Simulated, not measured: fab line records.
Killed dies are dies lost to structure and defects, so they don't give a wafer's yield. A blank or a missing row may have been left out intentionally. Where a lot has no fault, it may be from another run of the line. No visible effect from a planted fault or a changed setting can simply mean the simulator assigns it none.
Which of the tools did it? / flow sky130 / 11 lots, 33 wafers sampled, at 2 steps of a route of 708

WHAT THE GAUGES READ, wafer by wafer
SKY_LDD_HVN_OVL_MEAS_07. Usual: LDD_HVN_OVL 0.6 nm, standard deviation 1.5.
lot=L655; measured=day 19 17:59; on=overlay-01; LDD_HVN_OVL (nm)=0.7 1.4 1.4; flag=
lot=L656; measured=day 20 10:30; on=overlay-02; LDD_HVN_OVL (nm)=0.1 -1.2 0.6; flag=
lot=L659; measured=day 22 17:55; on=overlay-01; LDD_HVN_OVL (nm)=-1.3 -0.5 -2.4; flag=
lot=L665; measured=day 23 19:48; on=overlay-01; LDD_HVN_OVL (nm)=1.1 0.7 2.1; flag=
lot=L671; measured=day 26 11:06; on=overlay-01; LDD_HVN_OVL (nm)=0.1 -1.9 -0.7; flag=
lot=L673; measured=day 26 23:38; on=overlay-01; LDD_HVN_OVL (nm)=-1.2 -0.6 -2.0; flag=
lot=L672; measured=day 27 04:32; on=overlay-01; LDD_HVN_OVL (nm)=-0.5 0.2 0.1; flag=
lot=L674; measured=day 27 11:41; on=overlay-01; LDD_HVN_OVL (nm)=-0.3 0.8 1.3; flag=
lot=L676; measured=day 27 13:09; on=overlay-01; LDD_HVN_OVL (nm)=1.2 0.9 2.6; flag=
lot=L677; measured=day 28 03:59; on=overlay-01; LDD_HVN_OVL (nm)=-1.3 0.1 -1.2; flag=
lot=L678; measured=day 28 05:29; on=overlay-02; LDD_HVN_OVL (nm)=0.1 4.6 0.4; flag=

SKY_LDD_HVN_TW_MEAS_10. Usual: LDD_HVN_TW 1444, standard deviation 17.
lot=L655; measured=day 19 18:16; on=film_metro-02; LDD_HVN_TW=1444 1444 1445; flag=
lot=L656; measured=day 20 10:47; on=film_metro-01; LDD_HVN_TW=1452 1450 1456; flag=
lot=L659; measured=day 22 18:12; on=film_metro-02; LDD_HVN_TW=1449 1453 1445; flag=
lot=L665; measured=day 23 20:05; on=film_metro-02; LDD_HVN_TW=1460 1463 1456; flag=
lot=L671; measured=day 26 11:23; on=film_metro-01; LDD_HVN_TW=1445 1448 1444; flag=
lot=L673; measured=day 26 23:56; on=film_metro-02; LDD_HVN_TW=1470 1462 1465; flag=
lot=L672; measured=day 27 04:50; on=film_metro-03; LDD_HVN_TW=1423 1430 1436; flag=
lot=L674; measured=day 27 11:59; on=film_metro-01; LDD_HVN_TW=1440 1440 1453; flag=
lot=L676; measured=day 27 13:26; on=film_metro-02; LDD_HVN_TW=1462 1460 1461; flag=
lot=L677; measured=day 28 04:17; on=film_metro-03; LDD_HVN_TW=1430 1427 1428; flag=
lot=L678; measured=day 28 05:47; on=film_metro-01; LDD_HVN_TW=1431 1435 1441; flag=

TOOL THAT RAN EACH LOT (tool first, then ch and the chambers of the sampled wafers, then the start)
Before these readings, the record contains no process step.

WHAT THE TOOLS THEMSELVES READ (means of the sampled wafers that have a number; where no wafer has one, the mark that the record gives instead)
The record holds no such reading with a usual standard deviation.

THE ANSWER, worked out from the rows above alone
Rule: lot off if the mean of its wafers having a number is beyond 3 standard deviations from the usual mean. A lot without any number at a reading at which 4 lots or more have one is off too. The other lots that the step has rows for count as sound. The gauges are gone through in route order, then the tools' own readings, and for those a lot's mean is taken as printed above. At the first step where some lot is off, the reading lying furthest off is the one used; lots without a number count as furthest.
Nothing can be told from this: no lot is off at any reading shown.

WHAT HAD BEEN PUT IN BY THE SIMULATOR
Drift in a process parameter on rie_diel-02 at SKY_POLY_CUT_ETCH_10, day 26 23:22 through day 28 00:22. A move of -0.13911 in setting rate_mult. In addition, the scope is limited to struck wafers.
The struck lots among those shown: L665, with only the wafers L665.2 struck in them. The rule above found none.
